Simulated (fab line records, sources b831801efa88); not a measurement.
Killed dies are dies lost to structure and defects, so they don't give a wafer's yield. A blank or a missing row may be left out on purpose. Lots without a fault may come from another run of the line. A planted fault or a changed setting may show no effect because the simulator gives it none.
Tool commonality check | flow gf180mcu | 14 lots, 42 wafers sampled

WHY IT WAS OPENED
At GF_HV_LDD_TW_MEAS_38 the reading HV_LDD_3_TW is flagged on 2 of 14 lots. Wafers without a fault read 1427, standard deviation 14.
Rule: a lot is flagged when every wafer of it that has a number lies more than 4 standard deviations from that mean, or none has a number. The other lots count as sound.

lot  | measured     | on            | HV_LDD_3_TW, wafer by wafer | flag
L142 | day 11 15:56 | film_metro-01 | 1432 1432 1433              |
L143 | day 11 22:43 | film_metro-01 | 1436 1432 1429              |
L144 | day 12 15:27 | film_metro-04 | 1431 1436 1433              |
L145 | day 12 16:40 | film_metro-04 | 1433 1436 1426              |
L146 | day 12 18:40 | film_metro-02 | 1415 1406 1409              |
L147 | day 13 15:28 | film_metro-02 | 1417 1409 1415              |
L150 | day 14 13:47 | film_metro-01 | 1442 1445 1441              |
L152 | day 14 19:52 | film_metro-01 | 1449 1451 1446              |
L153 | day 15 01:56 | film_metro-04 | 1435 1429 1436              |
L154 | day 15 16:46 | film_metro-01 | 1436 1447 1445              |
L155 | day 16 09:40 | film_metro-04 | 1440 1445 1444              |
L157 | day 16 15:55 | film_metro-02 | 1297 1292 1296              | FLAGGED
L158 | day 16 16:52 | film_metro-04 | 1318 1308 1315              | FLAGGED
L159 | day 17 07:40 | film_metro-01 | 1444 1445 1443              |
The numbers of the flagged lots are 1304 on average: -123 against the usual, or -9 standard deviations.

WHICH TOOL RAN EACH LOT
The record holds 2 process steps before the reading, out of a route of 602 steps. In each cell: the tool, then ch and the chambers that the sampled wafers went through, then the start.
lot  | flag    | GF_HV_LDD_IMPLANT_34            | GF_HV_LDD_STRIP_37
L142 |         | implanter-04 ch 0, day 11 15:24 | plasma_asher-01 ch 0, day 11 15:50
L143 |         | implanter-03 ch 0, day 11 22:10 | plasma_asher-01 ch 0,1, day 11 22:37
L144 |         | implanter-01 ch 0, day 12 14:54 | plasma_asher-01 ch 0,1, day 12 15:21
L145 |         | implanter-03 ch 0, day 12 16:07 | plasma_asher-04 ch 0,1, day 12 16:34
L146 |         | implanter-03 ch 0, day 12 18:00 | plasma_asher-03 ch 1, day 12 18:25
L147 |         | implanter-01 ch 0, day 13 14:55 | plasma_asher-04 ch 0,1, day 13 15:22
L150 |         | implanter-03 ch 0, day 14 13:15 | plasma_asher-04 ch 0,1, day 14 13:41
L152 |         | implanter-03 ch 0, day 14 19:19 | plasma_asher-01 ch 1, day 14 19:46
L153 |         | implanter-04 ch 0, day 15 01:25 | plasma_asher-04 ch 0,1, day 15 01:50
L154 |         | implanter-03 ch 0, day 15 16:14 | plasma_asher-01 ch 0,1, day 15 16:40
L155 |         | implanter-01 ch 0, day 16 09:07 | plasma_asher-04 ch 0,1, day 16 09:34
L157 | FLAGGED | implanter-03, day 16 15:22      | plasma_asher-03 ch 0,1, day 16 15:49
L158 | FLAGGED | implanter-04, day 16 16:19      | plasma_asher-03 ch 0,1, day 16 16:46
L159 |         | implanter-01 ch 0, day 17 07:07 | plasma_asher-03 ch 0,1, day 17 07:34
What these steps do:
- GF_HV_LDD_IMPLANT_34
- GF_HV_LDD_STRIP_37: strips in O2/N2.
- GF_HV_LDD_TW_MEAS_38

FLAGGED OVER TOTAL, TOOL BY TOOL (the gauges that took the reading come last)
step                 | tool            | lots run | flagged | share of the flagged lots | sound lots run after its first flagged lot
GF_HV_LDD_IMPLANT_34 | implanter-01    | 4        | 0       | none                      | -
GF_HV_LDD_IMPLANT_34 | implanter-03    | 7        | 1       | some                      | 0
GF_HV_LDD_IMPLANT_34 | implanter-04    | 3        | 1       | some                      | 0
GF_HV_LDD_STRIP_37   | plasma_asher-01 | 5        | 0       | none                      | -
GF_HV_LDD_STRIP_37   | plasma_asher-03 | 4        | 2       | all                       | 1 (L159)
GF_HV_LDD_STRIP_37   | plasma_asher-04 | 5        | 0       | none                      | -
GF_HV_LDD_TW_MEAS_38 | film_metro-01   | 6        | 0       | none                      | -
GF_HV_LDD_TW_MEAS_38 | film_metro-02   | 3        | 1       | some                      | 0
GF_HV_LDD_TW_MEAS_38 | film_metro-04   | 5        | 1       | some                      | 0

WHAT THE TABLE ALLOWS
1 row of the table ran every flagged lot: plasma_asher-03 at GF_HV_LDD_STRIP_37.
- plasma_asher-03 at GF_HV_LDD_STRIP_37: 2 of its 4 lots flagged. Sound lots ran on it after the first flagged one (L159), which a lasting fault on the whole tool wouldn't allow.
No row of the table ran every flagged lot and no sound lot after the first.

WHAT THE SIMULATOR HAD PUT IN
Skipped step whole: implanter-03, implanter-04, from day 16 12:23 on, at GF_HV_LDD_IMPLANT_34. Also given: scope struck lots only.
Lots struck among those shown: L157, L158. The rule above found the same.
